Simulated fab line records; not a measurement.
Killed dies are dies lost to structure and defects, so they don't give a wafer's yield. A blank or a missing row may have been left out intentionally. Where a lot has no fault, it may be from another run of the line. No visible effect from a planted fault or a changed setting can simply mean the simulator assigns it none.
One fault through the eyes of 2 desks	flow gf180mcu	each desk has only its own numbers; what lay behind them comes last

## AT THE TOOL OWNER'S DESK: cvdW-01
The tool's own readings at GF_V4_CVD_23 (deposits W, target thk 350 nm, time 104.9 s): means of the sampled wafers that have a number, for each lot that ran on this tool. Marked OUT: a lot whose mean sits more than 4 standard deviations from the usual mean, which makes it out of limits; the brackets give that distance.
Columns: A = heaterPowerW at GF_V4_CVD_23, usual 876 W
lot	first seen here	A
L988	day 25 08:01	875
L996	day 28 00:10	932
L997	day 28 06:14	915
L109	day 31 07:34	886
Finding of this desk: none of the 4 lots has anything out of limits.

## AT THE METROLOGY DESK
What the gauges read for every lot (on any tool): the sampled wafers with a number, averaged. Marked OUT: a lot whose mean sits more than 4 standard deviations from the usual mean, which makes it out of limits; the brackets give that distance.
Columns: A = V5_CVD_00_THK at GF_V5_THK_MEAS_01, usual 301 nm
lot	first seen here	A
L986	day 26 10:52	301
L988	day 27 03:53	301
L989	day 27 13:21	301
L992	day 28 12:37	302
L996	day 29 15:59	297
L998	day 29 21:38	305
L997	day 29 23:04	304
L103	day 31 09:55	302
L104	day 31 17:22	300
L106	day 32 03:19	301
L107	day 32 09:25	299
L108	day 32 17:42	301
L109	day 32 19:07	299
Finding of this desk: none of the 13 lots has anything out of limits.

## PUT TOGETHER
Nothing out of limits was seen by the tool owner's desk.
Metrology desk: nothing out of limits seen.

## WHAT HAD BEEN PUT IN BY THE SIMULATOR
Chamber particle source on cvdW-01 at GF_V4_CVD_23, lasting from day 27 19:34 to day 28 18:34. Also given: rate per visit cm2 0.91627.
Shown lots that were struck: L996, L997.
